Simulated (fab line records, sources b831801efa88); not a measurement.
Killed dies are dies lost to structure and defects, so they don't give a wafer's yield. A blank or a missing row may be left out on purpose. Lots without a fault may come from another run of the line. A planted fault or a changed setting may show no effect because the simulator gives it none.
Which tool did it? | flow gf180mcu | 11 lots, 33 wafers sampled, at 2 steps of a route of 602

WHAT THE GAUGES READ, wafer by wafer
GF_V4_RS_MEAS_24: measures by four-point-probe.
lot  | measured     | on            | V4_W_RS (ohm/sq)
L487 | day 25 09:58 | film_metro-01 | 0.329 0.320 0.317
L490 | day 26 00:18 | film_metro-04 | 0.332 0.332 0.333
L491 | day 26 04:31 | film_metro-01 | 0.329 0.329 0.328
L493 | day 26 20:05 | film_metro-01 | 0.325 0.324 0.330
L495 | day 27 09:19 | film_metro-02 | 0.327 0.324 0.327
L497 | day 27 23:56 | film_metro-04 | 0.323 0.328 0.323
L499 | day 28 20:43 | film_metro-01 | 0.330 0.334 0.330
L500 | day 29 04:24 | film_metro-02 | 0.324 0.325 0.327
L501 | day 29 04:47 | film_metro-02 | 0.324 0.325 0.321
L508 | day 31 02:14 | film_metro-02 | 0.323 0.317 0.317
L509 | day 31 05:56 | film_metro-02 | 0.326 0.331 0.329

WHICH TOOL RAN EACH LOT (tool, then ch and the chambers of the sampled wafers, then the start)
lot  | GF_V4_CVD_23
L487 | cvd_w-02 ch 0,1, day 25 09:51
L490 | cvd_w-02 ch 0,1, day 26 00:11
L491 | cvd_w-01 ch 0,1, day 26 04:23
L493 | cvd_w-01 ch 0,1, day 26 19:59
L495 | cvd_w-01 ch 0,1, day 27 09:12
L497 | cvd_w-02 ch 0,1, day 27 23:49
L499 | cvd_w-01 ch 1, day 28 20:34
L500 | cvd_w-01 ch 0,1, day 29 04:17
L501 | cvd_w-02 ch 0,1, day 29 04:40
L508 | cvd_w-02 ch 0,1, day 31 02:08
L509 | cvd_w-01 ch 0,1, day 31 05:50
- GF_V4_CVD_23: deposits W, target thk 350 nm, time 104.9 s.

THE ANSWER, worked out from the rows above alone
Rule: what is usual is taken from the lots themselves. Put in order of their means at a reading, lots are off if they are a third of the lots or fewer, leave a main group of 4 or more, and stand apart from it by a gap of 3 or more times the standard deviation of the main group's means; of several such gaps the widest counts. A main group whose means are all the same, to the digits that the tables above print for the reading, isn't used. A lot without any number at a reading at which 4 lots or more have one is off too. The other lots that the step has rows for count as sound.
No lot is off at any reading shown: from this, nothing can be told.

WHAT THE SIMULATOR HAD PUT IN
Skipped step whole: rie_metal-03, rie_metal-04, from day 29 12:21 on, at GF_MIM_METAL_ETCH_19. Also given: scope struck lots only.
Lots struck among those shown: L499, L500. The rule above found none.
